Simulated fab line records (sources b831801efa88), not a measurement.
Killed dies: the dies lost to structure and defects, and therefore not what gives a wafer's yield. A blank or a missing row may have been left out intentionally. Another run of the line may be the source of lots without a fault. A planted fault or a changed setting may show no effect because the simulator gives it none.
A struck lot beside a sound one ; flow sky130 ; 13 out of 708 route steps
Sound: wafers L916.1, L916.2, L916.4. Struck: wafers L917.2, L917.3, L917.4. The cause comes at the end.
Per side, at each step with rows, come the tool, then ch with its chambers, and then its first start. Under that, the readings that differ: sound wafers ; struck wafers ; difference of the means ; sigmas: that difference in standard deviations of wafers without a fault.
alike: words and numbers the same on both sides, and readings whose means are apart by under 2 such deviations; not compared: readings that were withheld, readings missing a value for some wafer, numbers with overlapping values and no deviation given by the record, and bounds like >300 which may hide the same value.
A row with sigmas, a row that says differs or no value, or rows on one side alone: a step with any of these is where the two part. Numbers that don't overlap but have no deviation are shown without sigmas and don't part them. Lack of a reading on every wafer of one side parts them only where that side has two or more wafers.

SKY_FIELD_ISO_BOW_MEAS_00:
  struck on film_metro-02, day 2 01:01; sound on film_metro-02, day 1 20:00
  alike: INCOMING_BOW
then, 1 step without rows for these wafers: SKY_FIELD_ISO_OXIDATION_01 (stabilise 600 s, purge 300 s, target thk 12 nm).
SKY_FIELD_ISO_THK_MEAS_02:
  struck on film_metro-02, day 2 03:28; sound on film_metro-02, day 1 21:38
  alike: FIELD_ISO_OXIDATION_00_THK
then, 1 step without rows for these wafers: SKY_FIELD_ISO_CVD_03 (deposits Si3N4 from DCS/NH3, target thk 165 nm, time 2830 s).
SKY_FIELD_ISO_THK_MEAS_04:
  struck on film_metro-02, day 2 05:19; sound on film_metro-04, day 2 01:44
  alike: FIELD_ISO_CVD_03_THK
then, 6 steps without rows for these wafers: SKY_FIELD_ISO_DEHYDRATE_05 (time 60 s); SKY_FIELD_ISO_HMDS_06 (prime time 60 s); SKY_FIELD_ISO_COAT_07 (resist thk 60 nm); SKY_FIELD_ISO_COAT_08 (resist thk 450 nm); SKY_FIELD_ISO_SOFTBAKE_09 (time 90 s); SKY_FIELD_ISO_EXPOSE_10 (exposes mask FOM, target cd 150 nm).
SKY_FIELD_ISO_PEB_11:
  sound on litho_track-01 ch 0, day 2 16:00; struck on litho_track-03, day 2 19:00
reading;sound;struck;difference;sigmas
exhaust_pa (Pa);44.4 45.2 45.0;- - -;no value on the struck wafers;
  not compared: chill_plate_temp_C
then, 1 step without rows for these wafers: SKY_FIELD_ISO_DEVELOP_12 (develop time 60 s).

WHERE THEY PART
Only at SKY_FIELD_ISO_PEB_11, as far as this record shows.

WHY: what had been put in by the simulator
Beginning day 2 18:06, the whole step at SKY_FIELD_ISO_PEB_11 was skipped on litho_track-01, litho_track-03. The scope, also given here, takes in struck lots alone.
